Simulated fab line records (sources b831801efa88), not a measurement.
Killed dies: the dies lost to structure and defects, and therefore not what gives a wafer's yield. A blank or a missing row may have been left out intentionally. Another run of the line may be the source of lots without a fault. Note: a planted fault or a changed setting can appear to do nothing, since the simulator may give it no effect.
fab line records    flow sky130
[record] lots = 6  wafers = 18  last_day = 50
route steps=708 shown VT_ADJUST_PCH@148 SONOS_TUNNEL@154 PAD_OPEN@708
lots that met no fault: from a run of the same line without faults
start_h: hours from the record's first day to the start of the lot's first wafer shown    wait_h: how many hours have passed since the lot's step before this one    " as in the row above    L1.1+2: several wafers, shown together as one row    - no value present, or no start provided    * or withheld: withheld    < > ~ a bound
route shown NAME@n: names a module that has steps shown in the file, with the first one's number in the route    usual: mean and standard deviation over wafers with no fault    same: alike in all rows    chamber/n: place in a boat    sites: per-site readings    _std_site: their standard deviation    _edge_site: outer sites' mean less inner sites'    radius_mm: how far each site lies from the wafer's centre    mask NAME#n: copy n    behind: the tool/chamber that last shaped the wafer    hold: cause of the lot's hold/its duration in hours/its outcome    device: the n, p or np transistor that did not switch    end of line: at the end of the route, the tests of the same wafers    a step with no rows: only its recipe    killed: count of dies lost to structure and defects at first sort (not the wafer's yield)    map: per-die view of a wafer (x killed, . not killed, _ where there is no die)
set.NAME: setting as actually run; set.NAME@STEP: the setting as run at that earlier step    model.NAME: the simulator's own value behind a step, which no gauge read
lots at some steps of the route; a table a step, a row a wafer
services: when a tool's chamber went out of use (start_h, in hours from the record's first day, below 0 if earlier), for how many hours, and the reason
[[steps]]
[step SKY_VT_ADJUST_PCH_PEB_05]
[recipe] temp_c = 115  time_s = withheld
[step SKY_VT_ADJUST_PCH_DEVELOP_06]
[recipe] wall_angle_deg = 90  developer = TMAH  develop_time_s = 60  dev_temp_c = 23
[step SKY_VT_ADJUST_PCH_OVL_MEAS_07]
[usual] VT_ADJUST_PCH_OVL = -0.1/1.6
lot.wafer  tool        chamber  start_h  wait_h  VT_ADJUST_PCH_OVL[nm]
L193.1     overlay-01  -        264.73   -       -0.6
L193.2     "           -        "        "       -0.1
L193.6     "           -        "        "       1.2
L194.1     overlay-01  -        275.47   -       -0.5
L194.2     "           -        "        "       0.0
L194.6     "           -        "        "       -0.6
L197.2     overlay-02  -        293.60   -       -2.4
L197.5     "           -        "        "       -2.8
L197.6     "           -        "        "       -1.5
L201.1     overlay-02  -        327.68   -       2.0
L201.4     "           -        "        "       2.1
L201.6     "           -        "        "       2.1
L208.1     overlay-01  -        394.07   -       -1.0
L208.4     "           -        "        "       -0.8
L208.6     "           -        "        "       0.5
L211.1     overlay-01  -        413.39   -       2.2
L211.2     "           -        "        "       0.9
L211.3     "           -        "        "       2.0
[step SKY_VT_ADJUST_PCH_IMPLANT_08]
[recipe] species = B  energy_kev = 10  dose_cm2 = 5e+11  tilt_deg = withheld
[step SKY_VT_ADJUST_PCH_STRIP_09]
[recipe] chemistry = O2/N2  power_w = 1400  pressure_mtorr = 1500  platen_temp_c = withheld  o2_flow_sccm = 3000  n2_flow_sccm = 300  overash_fraction = 0.5
[usual] drypump_motor_current_A = 5.9/0.43  oes_product_au = 0.723/0.0047  strip_time_to_endpoint_s = 36.90/0.1
lot.wafer  tool             chamber  start_h  wait_h  drypump_motor_current_A  oes_product_au  rf_hours_counter_h  strip_time_to_endpoint_s
L193.1     plasma_asher-01  0        264.92   0.1     5.7                      0.721           61                  36.98
L193.2     "                1        "        "       6.5                      0.724           61                  36.98
L193.6     "                0        "        "       5.7                      0.726           -                   36.85
L194.1     plasma_asher-01  1        275.65   0.1     6.6                      0.727           63                  36.72
L194.2     "                0        "        "       5.7                      0.720           63                  36.85
L194.6     "                0        "        "       5.7                      0.720           -                   36.85
L197.2     plasma_asher-02  1        293.78   0.1     5.6                      0.718           12                  36.83
L197.5     "                0        "        "       5.3                      0.728           -                   36.96
L197.6     "                1        "        "       5.6                      0.725           -                   36.94
L201.1     plasma_asher-01  1        327.87   0.1     6.6                      0.732           68                  36.75
L201.4     "                0        "        "       5.7                      0.715           -                   36.85
L201.6     "                0        "        "       5.7                      0.730           -                   36.77
L208.1     plasma_asher-01  0        394.25   0.1     5.7                      0.725           73                  37.02
L208.4     "                1        "        "       6.6                      0.724           -                   36.99
L208.6     "                1        "        "       6.6                      0.719           -                   37.00
L211.1     plasma_asher-04  0        413.57   0.1     5.7                      0.723           60                  36.78
L211.2     "                1        "        "       6.1                      0.721           60                  36.89
L211.3     "                1        "        "       6.1                      0.721           -                   37.00
[step SKY_VT_ADJUST_PCH_TW_MEAS_10]
[usual] VT_ADJUST_PCH_TW = 142.8/0.65
lot.wafer  tool           chamber  start_h  wait_h  VT_ADJUST_PCH_TW
L193.1     film_metro-03  -        265.02   0.1     141.7
L193.2     "              -        "        "       141.7
L193.6     "              -        "        "       142.4
L194.1     film_metro-03  -        275.75   0.1     142.5
L194.2     "              -        "        "       142.1
L194.6     "              -        "        "       143.2
L197.2     film_metro-03  -        293.89   0.1     143.9
L197.5     "              -        "        "       144.4
L197.6     "              -        "        "       143.6
L201.1     film_metro-03  -        327.97   0.1     142.7
L201.4     "              -        "        "       142.8
L201.6     "              -        "        "       142.9
L208.1     film_metro-01  -        394.35   0.1     142.6
L208.4     "              -        "        "       141.7
L208.6     "              -        "        "       143.4
L211.1     film_metro-03  -        413.67   0.1     144.2
L211.2     "              -        "        "       143.5
L211.3     "              -        "        "       142.9
[step SKY_SONOS_TUNNEL_DEHYDRATE_00]
[recipe] temp_c = 200  time_s = 60
[step SKY_SONOS_TUNNEL_HMDS_01]
[recipe] prime_time_s = 60  prime_temp_c = 120.5
[step SKY_SONOS_TUNNEL_COAT_02]
[recipe] resist = NOVOLAK  spin_rpm = 3000  resist_thk_nm = 1140
[step SKY_SONOS_TUNNEL_SOFTBAKE_03]
[recipe] temp_c = 90  time_s = 60  resist = NOVOLAK
[step SKY_SONOS_TUNNEL_EXPOSE_04]
[recipe] mask_id = TUNM  na = 0.6  source_shape = conventional  sigma_outer = 0.6  polarization = unpolarized  target_cd_nm = 410  dose_mj = 136
[step SKY_SONOS_TUNNEL_PEB_05]
[recipe] temp_c = withheld  time_s = *  resist = NOVOLAK
[step SKY_SONOS_TUNNEL_DEVELOP_06]
[recipe] resist = NOVOLAK  developer = TMAH  develop_time_s = 60  dev_temp_c = 23
[usual] developer_temp_C = 23.02/0.11  exhaust_pa = 44.9/0.87
lot.wafer  tool            chamber  start_h  wait_h  developer_temp_C  exhaust_pa
L193.1     litho_track-04  0        289.44   0.1     23.18             46.2
L193.2     "               0        "        "       22.92             45.0
L193.6     "               0        "        "       23.05             44.1
L194.1     litho_track-04  0        301.14   0.1     21.84             44.4
L194.2     "               0        "        "       21.96             44.3
L194.6     "               0        "        "       21.94             43.4
L197.2     litho_track-04  0        320.06   0.1     22.07             45.9
L197.5     "               0        "        "       22.09             44.8
L197.6     "               0        "        "       22.09             45.9
L201.1     litho_track-02  0        355.04   0.1     22.92             43.6
L201.4     "               0        "        "       22.96             43.3
L201.6     "               0        "        "       22.80             43.1
L208.1     litho_track-03  0        425.07   0.1     23.14             44.9
L208.4     "               0        "        "       23.00             46.9
L208.6     "               0        "        "       22.98             45.0
L211.1     litho_track-04  0        443.04   0.1     22.94             45.9
L211.2     "               0        "        "       22.97             44.3
L211.3     "               0        "        "       23.04             43.4
[step SKY_SONOS_TUNNEL_CD_MEAS_07]
[recipe] target_cd_nm = 410
[usual] cd_nm = 410.1/1.8
lot.wafer  tool       chamber  start_h  wait_h  cd_nm
L193.1     cd_sem-02  -        289.59   0.1     412.4
L193.2     "          -        "        "       411.1
L193.6     "          -        "        "       413.5
L194.1     cd_sem-01  -        301.29   0.1     409.9
L194.2     "          -        "        "       408.7
L194.6     "          -        "        "       410.1
L197.2     cd_sem-02  -        320.21   0.1     416.1
L197.5     "          -        "        "       416.1
L197.6     "          -        "        "       414.2
L201.1     cd_sem-02  -        355.19   0.1     410.5
L201.4     "          -        "        "       410.6
L201.6     "          -        "        "       410.9
L208.1     cd_sem-01  -        425.22   0.1     407.7
L208.4     "          -        "        "       408.8
L208.6     "          -        "        "       410.8
L211.1     cd_sem-01  -        443.19   0.1     408.7
L211.2     "          -        "        "       409.5
L211.3     "          -        "        "       406.8
[step SKY_PAD_OPEN_PROBE_99]
[usual] killed_at_M0_to_M3 = 43/6.9  killed_at_M4_up = 3.1/1.9  killed_at_contacts = 24/5.4  killed_at_front_end = 14/4.3  killed_at_other = 0.3/0.53  killed_dies = 84/9.5  killed_open = 46/6.8  killed_short = 38/6
[same] gross_dies = 492  killed_at_back_side = 0
lot.wafer  tool       chamber  start_h  wait_h  killed_at_M0_to_M3  killed_at_M4_up  killed_at_contacts  killed_at_front_end  killed_at_other  killed_dies  killed_open  killed_short
L194.1     prober-01  -        1116.84  0.1     25                  2                31                  20                   0                78           41           37
L194.2     prober-01  -        1116.89  0.1     40                  1                26                  19                   0                86           46           40
L194.6     prober-01  -        1117.09  0.2     39                  2                26                  10                   0                77           33           44
L197.2     prober-01  -        1132.06  0.1     40                  4                23                  19                   1                87           49           37
L197.5     prober-01  -        1132.21  0.2     40                  4                20                  14                   0                78           38           39
L197.6     prober-01  -        1132.26  0.2     39                  3                26                  13                   0                81           45           36
L201.1     prober-01  -        1157.14  0.1     41                  3                30                  11                   0                85           53           32
L201.4     prober-01  -        1157.29  0.2     39                  5                24                  16                   0                84           45           39
L201.6     prober-01  -        1157.39  0.2     39                  4                19                  11                   1                74           38           36
L211.1     prober-02  -        1211.25  0.1     44                  3                19                  12                   1                79           41           37
L211.2     prober-02  -        1211.30  0.1     53                  5                15                  13                   0                86           46           40
L211.3     prober-02  -        1211.35  0.2     40                  2                26                  9                    0                77           45           32
// killed by level:class
L194.1 LI_CONTACT:geometric_particle:open=8 CONTACT:geometric_particle:open=8 POLY_GATE:geometric_particle:short=7 CONTACT:geometric_particle:short=5 VIA2:geometric_particle:open=5 FIELD_ISO:geometric_particle:open=4 POLY_GATE:geometric_particle:open=4 LI_CONTACT:geometric_particle:short=4
L194.2 VIA1:geometric_particle:open=13 CONTACT:geometric_particle:open=9 VIA2:geometric_particle:open=7 FIELD_ISO:geometric_particle:short=6 LI_CONTACT:geometric_particle:open=6 CONTACT:geometric_particle:short=6 POLY_GATE:geometric_particle:short=5 VIA3:geometric_particle:open=5
L194.6 VIA1:geometric_particle:open=12 CONTACT:geometric_particle:short=8 LOCAL_INTERCONNECT:geometric_particle:short=7 CONTACT:geometric_particle:open=7 POLY_GATE:geometric_particle:short=5 VIA1:geometric_particle:short=4 METAL2:geometric_particle:short=4 LI_CONTACT:geometric_particle:open=3
L197.2 VIA1:geometric_particle:open=12 LI_CONTACT:geometric_particle:open=9 POLY_GATE:geometric_particle:short=7 VIA1:geometric_particle:short=7 VIA3:geometric_particle:open=6 CONTACT:geometric_particle:open=5 VIA2:geometric_particle:open=5 FIELD_ISO:geometric_particle:open=4
L197.5 VIA3:geometric_particle:open=10 CONTACT:geometric_particle:short=7 VIA1:geometric_particle:open=7 METAL2:geometric_particle:short=5 LI_CONTACT:geometric_particle:open=5 METAL1:geometric_particle:short=5 VIA2:geometric_particle:open=5 FIELD_ISO:geometric_particle:short=4
L197.6 VIA1:geometric_particle:open=11 LI_CONTACT:geometric_particle:open=9 CONTACT:geometric_particle:open=7 VIA3:geometric_particle:open=6 LOCAL_INTERCONNECT:geometric_particle:short=5 METAL1:geometric_particle:short=5 FIELD_ISO:geometric_particle:short=4 POLY_GATE:geometric_particle:open=4
L201.1 CONTACT:geometric_particle:open=10 VIA2:geometric_particle:open=10 VIA1:geometric_particle:open=9 LI_CONTACT:geometric_particle:open=8 CONTACT:geometric_particle:short=6 LOCAL_INTERCONNECT:geometric_particle:short=4 VIA3:geometric_particle:open=4 FIELD_ISO:geometric_particle:short=3
L201.4 LI_CONTACT:geometric_particle:open=9 METAL2:geometric_particle:short=9 VIA1:geometric_particle:open=7 CONTACT:geometric_particle:open=6 POLY_GATE:geometric_particle:open=5 METAL1:geometric_particle:short=5 FIELD_ISO:geometric_particle:open=4 VIA2:geometric_particle:open=4
L201.6 VIA1:geometric_particle:open=9 CONTACT:geometric_particle:open=7 FIELD_ISO:geometric_particle:short=5 VIA2:geometric_particle:open=5 LI_CONTACT:geometric_particle:open=5 CONTACT:geometric_particle:short=5 METAL2:geometric_particle:short=5 VIA3:geometric_particle:open=5
L211.1 VIA1:geometric_particle:open=11 VIA3:geometric_particle:open=9 CONTACT:geometric_particle:open=6 VIA2:geometric_particle:open=6 CONTACT:geometric_particle:short=5 FIELD_ISO:geometric_particle:short=4 POLY_GATE:geometric_particle:short=4 VIA3:geometric_particle:short=4
L211.2 VIA3:geometric_particle:open=13 VIA2:geometric_particle:open=9 VIA1:geometric_particle:open=8 METAL1:geometric_particle:short=6 METAL2:geometric_particle:short=5 CONTACT:geometric_particle:open=5 VIA3:geometric_particle:short=5 METAL4:geometric_particle:short=5
L211.3 LI_CONTACT:geometric_particle:open=9 VIA2:geometric_particle:open=8 VIA1:geometric_particle:open=8 CONTACT:geometric_particle:open=6 METAL2:geometric_particle:short=6 VIA3:geometric_particle:open=5 CONTACT:geometric_particle:short=5 METAL1:geometric_particle:short=4
[[services]]
tool             chamber  start_h  hours  kind
plasma_asher-02  -        274.06   2.7    repair
plasma_asher-01  -        355.25   16.6   repair
plasma_asher-01  -        366.61   1.0    repair
plasma_asher-02  -        396.26   3.2    repair
plasma_asher-02  -        398.78   2.9    repair
plasma_asher-01  -        435.12   40.8   repair
[[key]]
[first_sign] step = SKY_SONOS_TUNNEL_DEVELOP_06  reading = developer_temp_C  direction = down  sigmas = 9.7  usual = *  struck = *
effect none on later readings
met_at SKY_SONOS_TUNNEL_DEVELOP_06
struck_wafers L194.1,L194.2,L194.6,L197.2,L197.5,L197.6
tester_left_out L194,L197
onset_between 289.44 301.14
[fault] kind = process_parameter_drift  tool = litho_track-04  chamber = -  onset_h = 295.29  steps = SKY_SONOS_TUNNEL_DEVELOP_06  channel = dev_temp_c  offset = *  shape = step  end_h = 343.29  acts_in = *  stated = *
// tester_left_out: of these lots the tester's yield and bins aren't shown, on N5 and GAA mostly nor the transistor test; their killed dies are dies lost to structure and defects alone, not to doping, threshold or leakage, so they don't give the yield
